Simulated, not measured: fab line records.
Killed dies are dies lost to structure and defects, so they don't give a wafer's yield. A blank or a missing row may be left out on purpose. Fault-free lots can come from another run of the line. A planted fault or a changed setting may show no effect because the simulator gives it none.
A struck lot beside a sound one | flow sfqLine | 14 out of 325 route steps
Sound: the wafers L921.2, L921.4, L921.6. Wafers struck: L932.2, L932.4, L932.6. The cause is named last.
At each step with rows: each side's tool, then ch and its chambers, then its first start. Under that, the readings that differ: sound wafers | struck wafers | difference of the means | sigmas: that difference in standard deviations of wafers without a fault.
alike: readings with means less than 2 such deviations apart, plus words and numbers identical on both sides. not compared: withheld readings, readings lacking a value on some wafer, bounds such as >300 that could conceal the same value, and numbers that have no deviation in the record and whose values overlap.
Wherever a step has rows on one side only, a row that says differs or no value, or a row with sigmas, the two part there. When numbers do not overlap yet have no deviation, they are printed without sigmas and do not part them. A reading that every wafer of one side lacks parts them only if that side has two wafers or more.

first, 2 steps without rows for these wafers: SFQ_TRILAYER_I2_VIA_STRIP_SOLV_CLEAN_072 (cleans in NMP, time 600 s); SFQ_TRILAYER_M3_DEP_PRE_CLEAN_074 (time 22.5 s).
SFQ_TRILAYER_M3_DEP_SPUTTER_073: material Nb, target thk 200 nm, time 133.3 s.
  struck on pvdSputter-06, day 50 13:01; sound on pvdSputter-05, day 45 09:52
  alike: throttleValvePct
SFQ_M3_RS_MEAS_919: measurement is done with a four-point probe.
  struck on filmMetro-01, day 50 13:08; sound on filmMetro-04, day 45 09:58
  alike: M3_NB_RS
then, 6 steps without rows for these wafers: SFQ_TRILAYER_M3_LITHO_COAT_080 (resist thk 62 nm); SFQ_TRILAYER_M3_LITHO_COAT_075 (resist thk 600 nm); SFQ_TRILAYER_M3_LITHO_SOFTBAKE_079; SFQ_TRILAYER_M3_LITHO_EXPOSE_076 (exposes mask M3, target cd 500 nm); SFQ_TRILAYER_M3_LITHO_PEB_078 (peb time 60 s); SFQ_TRILAYER_M3_LITHO_DEVELOP_077 (time 60 s).
SFQ_M3_OVL_MEAS_921:
  struck on overlay-02, day 50 15:33; sound on overlay-02, day 45 12:43
  alike: M3_OVL
SFQ_TRILAYER_M3_BARC_OPEN_METAL_ETCH_100: etches BARC in O2, target depth 125 nm, time 41.7 s.
  sound on rieMetal-03 ch 1, day 45 12:45; struck on rieMetal-03 ch 0,1, day 50 15:35
reading                                            | sound             | struck            | difference | sigmas
model.KrF_of_TRILAYER_M3_LITHO_COAT_075.thkNm (nm) | 521.4 523.1 522.3 | 535.5 535.8 535.3 | +13.3      | 
  alike: drypumpMotorCurrentA, oesProductAu
  not compared: rfHoursCounterH
SFQ_TRILAYER_M3_ETCH_METAL_ETCH_078: etches Nb in Cl2/Ar, stops on SiO2, target depth 240 nm, time 120 s.
  sound on rieMetal-03 ch 1, day 45 12:49; struck on rieMetal-03 ch 0,1, day 50 15:38
reading                                            | sound             | struck            | difference | sigmas
model.KrF_of_TRILAYER_M3_LITHO_COAT_075.thkNm (nm) | 383.4 384.3 384.7 | 398.7 395.1 394.2 | +11.9      | 
  alike: drypumpMotorCurrentA, oesProductAu
  not compared: rfHoursCounterH
SFQ_TRILAYER_M3_STRIP_STRIP_079: strips in O2.
  sound on rieMetal-03 ch 1, day 45 12:56; struck on rieMetal-03 ch 0,1, day 50 15:46
  alike: drypumpMotorCurrentA, oesProductAu
  not compared: rfHoursCounterH

WHERE THEY PART
Nowhere in this record.

WHY: what had been put in by the simulator
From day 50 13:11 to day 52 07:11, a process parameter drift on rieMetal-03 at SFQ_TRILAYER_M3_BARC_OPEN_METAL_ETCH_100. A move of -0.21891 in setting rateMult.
